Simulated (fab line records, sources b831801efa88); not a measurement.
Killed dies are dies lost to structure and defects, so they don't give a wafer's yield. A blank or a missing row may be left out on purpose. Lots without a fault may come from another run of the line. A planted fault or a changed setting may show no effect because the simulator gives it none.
One fault seen from 2 desks | flow sky130 | each desk has only its own numbers; what lay behind them comes last

THE TOOL OWNER'S DESK: implanter-04
The tool's own readings at SKY_GATE_OXIDE_IMPLANT_11: means of the sampled wafers that have a number, for each lot that ran on this tool. A lot is out of limits, marked OUT, if its mean lies more than 4 standard deviations from the usual mean; the brackets give that distance.
Columns: A = beam_energy_keV at SKY_GATE_OXIDE_IMPLANT_11, usual 10.000
lot  | first seen here | A
L461 | day 16 00:19    | 10.000
L472 | day 20 01:10    | 9.999
L473 | day 20 05:44    | 9.999
This desk's finding: nothing out of limits on any of the 3 lots.

THE METROLOGY DESK
What the gauges read, lot by lot, whatever tool the lot ran on: means of the sampled wafers that have a number. A lot is out of limits, marked OUT, if its mean lies more than 4 standard deviations from the usual mean; the brackets give that distance.
Columns: A = GATE_OXIDE_OXIDATION_00_THK at SKY_GATE_OXIDE_THK_MEAS_02, usual 10.34 nm; B = GATE_OXIDE_OVL at SKY_GATE_OXIDE_OVL_MEAS_10, usual 0.3 nm; C = GATE_OXIDE_TW at SKY_GATE_OXIDE_TW_MEAS_14, usual 223.2; D = POLY_GATE_CVD_00_THK at SKY_POLY_GATE_THK_MEAS_01, usual 180.3 nm; E = POLY_GATE_TW at SKY_RES_PROTECT_TW_MEAS_08, usual 4038; F = POLY_GATE_CVD_03_THK at SKY_POLY_GATE_THK_MEAS_04, usual 75.3 nm; G = cd_nm at SKY_POLY_GATE_CD_MEAS_13, usual 149.7 nm
lot  | first seen here | A     | B    | C     | D     | E    | F    | G
L458 | day 13 11:55    | 10.27 | 0.2  | 220.3 | 182.1 | 4027 | 75.3 | 151.5
L460 | day 14 11:14    | 10.24 | -0.8 | 222.0 | 180.7 | 4074 | 75.4 | 149.6
L461 | day 14 20:24    | 10.26 | -0.6 | 223.1 | 180.4 | 4036 | 75.2 | 150.8
L472 | day 18 19:16    | 10.24 | -0.4 | 221.7 | 178.7 | 4014 | 75.3 | 151.0
L473 | day 19 00:21    | 10.21 | 1.2  | 221.8 | 181.7 | 4013 | 74.7 | 149.2
L476 | day 20 10:43    | 10.27 | 0.3  | 225.1 | 181.4 | 4015 | 74.3 | 148.9
This desk's finding: nothing out of limits on any of the 6 lots.

PUT TOGETHER
The tool owner's desk saw nothing out of limits.
The metrology desk saw nothing out of limits.

WHAT THE SIMULATOR HAD PUT IN
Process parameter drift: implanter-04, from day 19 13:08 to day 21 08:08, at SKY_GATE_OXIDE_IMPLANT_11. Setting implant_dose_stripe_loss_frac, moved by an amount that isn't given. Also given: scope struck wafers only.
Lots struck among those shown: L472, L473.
